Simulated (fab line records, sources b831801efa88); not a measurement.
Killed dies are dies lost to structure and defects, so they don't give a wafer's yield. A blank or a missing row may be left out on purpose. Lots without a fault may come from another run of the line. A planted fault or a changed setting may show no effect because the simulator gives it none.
Which tool did it? | flow sky130 | 11 lots, 33 wafers sampled, at 7 steps of a route of 708

WHAT THE GAUGES READ, wafer by wafer
SKY_LDD_LDN_OVL_MEAS_07. Usual: LDD_LDN_OVL -0.3 nm, standard deviation 1.5.
lot  | measured     | on         | LDD_LDN_OVL (nm) | flag
L515 | day 24 05:58 | overlay-01 | -1.0 -0.1 0.4    |
L517 | day 25 02:26 | overlay-01 | -3.5 -3.0 -2.3   |
L518 | day 25 03:04 | overlay-01 | -0.4 -0.3 -1.0   |
L520 | day 26 06:26 | overlay-02 | 0.3 0.8 0.5      |
L519 | day 26 06:34 | overlay-01 | -0.5 1.7 0.3     |
L523 | day 27 00:35 | overlay-01 | -0.9 -2.3 -0.1   |
L525 | day 27 21:08 | overlay-02 | -0.9 0.4 -0.3    |
L529 | day 28 20:02 | overlay-01 | 1.3 -0.7 -0.2    |
L532 | day 29 19:43 | overlay-01 | -0.9 1.3 -0.5    |
L533 | day 30 06:47 | overlay-01 | -0.5 -1.1 0.2    |
L534 | day 30 10:41 | overlay-01 | 0.3 0.0 0.2      |

SKY_SD_P_CD_MEAS_07: target cd 380 nm. Usual: cd_nm 380.0 nm, standard deviation 2.4.
lot  | measured     | on        | cd_nm (nm)        | flag
L515 | day 26 19:08 | cd_sem-02 | 382.7 383.4 382.8 |
L517 | day 27 11:44 | cd_sem-01 | 376.0 377.4 377.1 |
L518 | day 27 14:31 | cd_sem-01 | 377.9 377.4 378.2 |
L520 | day 29 06:11 | cd_sem-02 | 381.9 382.8 383.1 |
L519 | day 29 06:49 | cd_sem-02 | 381.2 380.6 382.7 |
L523 | day 29 12:21 | cd_sem-01 | 382.6 378.1 380.1 |
L525 | day 30 07:31 | cd_sem-01 | 381.8 381.7 383.0 |
L529 | day 31 06:08 | cd_sem-01 | 377.5 380.0 378.9 |
L532 | day 32 04:58 | cd_sem-02 | 379.8 377.8 376.9 |
L533 | day 32 16:11 | cd_sem-02 | 378.4 377.8 376.9 |
L534 | day 32 19:45 | cd_sem-02 | 385.5 382.5 386.0 |

SKY_SD_P_TW_MEAS_11. Usual: SD_P_TW 2861, standard deviation 27.
lot  | measured     | on            | SD_P_TW        | flag
L515 | day 26 19:33 | film_metro-04 | 2888 2886 2886 |
L517 | day 27 12:08 | film_metro-04 | 2869 2864 2884 |
L518 | day 27 14:55 | film_metro-04 | 2867 2866 2878 |
L520 | day 29 06:35 | film_metro-01 | 2395 2394 2389 | OFF
L519 | day 29 07:14 | film_metro-01 | 2863 2864 2867 |
L523 | day 29 12:44 | film_metro-03 | 2383 2368 2377 | OFF
L525 | day 30 07:55 | film_metro-01 | 2856 2861 2849 |
L529 | day 31 06:32 | film_metro-04 | 2890 2886 2904 |
L532 | day 32 05:23 | film_metro-03 | 2825 2828 2826 |
L533 | day 32 16:35 | film_metro-04 | 2905 2889 2888 |
L534 | day 32 20:08 | film_metro-03 | 2818 2833 2843 |

SKY_SD_N_OVL_MEAS_08. Usual: SD_N_OVL -0.3 nm, standard deviation 1.4.
lot  | measured     | on         | SD_N_OVL (nm)  | flag
L515 | day 29 02:48 | overlay-01 | 0.5 -3.1 0.6   |
L517 | day 29 20:45 | overlay-02 | 0.0 -0.3 -0.2  |
L518 | day 29 22:21 | overlay-02 | 1.9 0.8 0.7    |
L520 | day 31 13:33 | overlay-02 | 0.5 -0.1 0.1   |
L519 | day 31 14:45 | overlay-02 | -0.1 -2.9 0.1  |
L523 | day 31 20:30 | overlay-01 | 1.0 -0.6 0.7   |
L525 | day 32 14:48 | overlay-01 | -1.3 -3.0 -2.5 |
L529 | day 33 13:15 | overlay-01 | 1.0 -0.9 0.6   |
L532 | day 34 10:09 | overlay-02 | -1.4 1.4 1.1   |
L533 | day 34 22:33 | overlay-02 | -1.1 -2.2 -1.6 |
L534 | day 35 00:57 | overlay-01 | -0.3 0.6 0.1   |

SKY_SD_N_RS_MEAS_17: measures by four-point-probe. Usual: SD_P_RS 147.0 ohm/sq, standard deviation 0.35.
lot  | measured     | on            | SD_P_RS (ohm/sq)  | flag
L515 | day 29 03:38 | film_metro-04 | 147.0 147.1 147.3 |
L517 | day 29 21:36 | film_metro-03 | 147.5 147.6 147.1 |
L518 | day 29 23:11 | film_metro-01 | 147.0 146.8 147.2 |
L520 | day 31 14:27 | film_metro-01 | 163.0 162.3 162.7 | OFF
L519 | day 31 15:37 | film_metro-04 | 147.1 147.7 147.2 |
L523 | day 31 21:25 | film_metro-04 | 163.3 163.0 162.9 | OFF
L525 | day 32 15:52 | film_metro-04 | 147.4 147.0 147.0 |
L529 | day 33 14:07 | film_metro-01 | 146.9 147.1 147.2 |
L532 | day 34 10:59 | film_metro-03 | 146.6 146.8 146.6 |
L533 | day 34 23:23 | film_metro-01 | 146.7 146.1 146.2 |
L534 | day 35 01:49 | film_metro-04 | 146.8 146.9 147.0 |

WHICH TOOL RAN EACH LOT (tool, then ch and the chambers of the sampled wafers, then the start)
lot  | SKY_SD_P_IMPLANT_09             | SKY_SD_P_STRIP_10
L515 | implanter-01 ch 0, day 26 19:18 | plasma_asher-04 ch 0,1, day 26 19:27
L517 | implanter-04 ch 0, day 27 11:54 | plasma_asher-04 ch 0,1, day 27 12:01
L518 | implanter-04 ch 0, day 27 14:40 | plasma_asher-04 ch 0,1, day 27 14:49
L520 | implanter-04 ch 0, day 29 06:22 | plasma_asher-04 ch 0, day 29 06:29
L519 | implanter-03 ch 0, day 29 06:59 | plasma_asher-01 ch 0,1, day 29 07:08
L523 | implanter-04 ch 0, day 29 12:31 | plasma_asher-01 ch 0,1, day 29 12:38
L525 | implanter-03 ch 0, day 30 07:40 | plasma_asher-01 ch 0,1, day 30 07:49
L529 | implanter-01 ch 0, day 31 06:19 | plasma_asher-04 ch 0,1, day 31 06:26
L532 | implanter-01 ch 0, day 32 05:08 | plasma_asher-04 ch 0,1, day 32 05:17
L533 | implanter-04 ch 0, day 32 16:20 | plasma_asher-01 ch 0,1, day 32 16:29
L534 | implanter-01 ch 0, day 32 19:55 | plasma_asher-03 ch 0,1, day 32 20:02
- SKY_SD_P_IMPLANT_09
- SKY_SD_P_STRIP_10: strips in O2/N2.

WHAT THE TOOLS THEMSELVES READ (means of the sampled wafers that have a number; where no wafer has one, the mark that the record gives instead)
SKY_SD_P_IMPLANT_09. Usual: beam_on_s 13.8 s, standard deviation 0.62; dose_ions_cm2 3e+15, standard deviation 3.7e+12; end_station_pressure_torr 1.39e-05 Torr, standard deviation 8.2e-07; faraday_current_uA 11901, standard deviation 500.
lot  | tool         | beam_on_s (s) | dose_ions_cm2 | end_station_pressure_torr (Torr) | faraday_current_uA | flag
L515 | implanter-01 | 13.9          | 3e+15         | 1.44e-05                         | 11826              |
L517 | implanter-04 | 13.4          | 3e+15         | 1.46e-05                         | 12144              |
L518 | implanter-04 | 13.2          | 3e+15         | 1.42e-05                         | 12366              |
L520 | implanter-04 | 10.1          | 1e+15         | 1.10e-05                         | 7218               | OFF
L519 | implanter-03 | 14.9          | 3e+15         | 1.32e-05                         | 11007              |
L523 | implanter-04 | 9.8           | 1e+15         | 1.09e-05                         | 7467               | OFF
L525 | implanter-03 | 15.0          | 3e+15         | 1.32e-05                         | 10955              |
L529 | implanter-01 | 13.8          | 3e+15         | 1.43e-05                         | 11864              |
L532 | implanter-01 | 14.0          | 3e+15         | 1.43e-05                         | 11719              |
L533 | implanter-04 | 13.5          | 3e+15         | 1.49e-05                         | 12103              |
L534 | implanter-01 | 13.5          | 3e+15         | 1.36e-05                         | 12116              |

SKY_SD_P_STRIP_10. Usual: drypump_motor_current_A 5.7 A, standard deviation 0.57; oes_product_au 0.617 a.u., standard deviation 0.0041; strip_time_to_endpoint_s 17.49 s, standard deviation 0.046.
lot  | tool            | drypump_motor_current_A (A) | oes_product_au (a.u.) | strip_time_to_endpoint_s (s) | flag
L515 | plasma_asher-04 | 5.9                         | 0.620                 | 17.60                        |
L517 | plasma_asher-04 | 5.3                         | 0.615                 | 17.49                        |
L518 | plasma_asher-04 | 5.3                         | 0.615                 | 17.52                        |
L520 | plasma_asher-04 | 6.5                         | 0.655                 | 15.94                        | OFF
L519 | plasma_asher-01 | 5.7                         | 0.617                 | 17.50                        |
L523 | plasma_asher-01 | 6.0                         | 0.652                 | 16.00                        | OFF
L525 | plasma_asher-01 | 5.7                         | 0.615                 | 17.48                        |
L529 | plasma_asher-04 | 5.9                         | 0.613                 | 17.47                        |
L532 | plasma_asher-04 | 5.3                         | 0.616                 | 17.49                        |
L533 | plasma_asher-01 | 5.6                         | 0.619                 | 17.56                        |
L534 | plasma_asher-03 | 5.6                         | 0.614                 | 17.46                        |

THE ANSWER, worked out from the rows above alone
Rule: a lot is off if the mean of its wafers that have a number lies more than 3 standard deviations from the usual mean. A lot without any number at a reading at which 4 lots or more have one is off too. The other lots that the step has rows for count as sound. The gauges are gone through in route order, then the tools' own readings, and for those a lot's mean is taken as printed above. The first step at which some lot is off is used, and at that step the reading that is off furthest; a lot without a number counts as furthest.
Off: L520, L523, at SKY_SD_P_TW_MEAS_11 (SD_P_TW).
A tool fits if, at a process step before that reading, it ran every lot that is off, and no sound lot after the first of them. The gauges at SKY_SD_P_TW_MEAS_11 aren't tried: what is off there is off at SKY_SD_P_IMPLANT_09 too, on other tools, and a gauge's error can't cause that. None of those tried fits.

WHAT THE SIMULATOR HAD PUT IN
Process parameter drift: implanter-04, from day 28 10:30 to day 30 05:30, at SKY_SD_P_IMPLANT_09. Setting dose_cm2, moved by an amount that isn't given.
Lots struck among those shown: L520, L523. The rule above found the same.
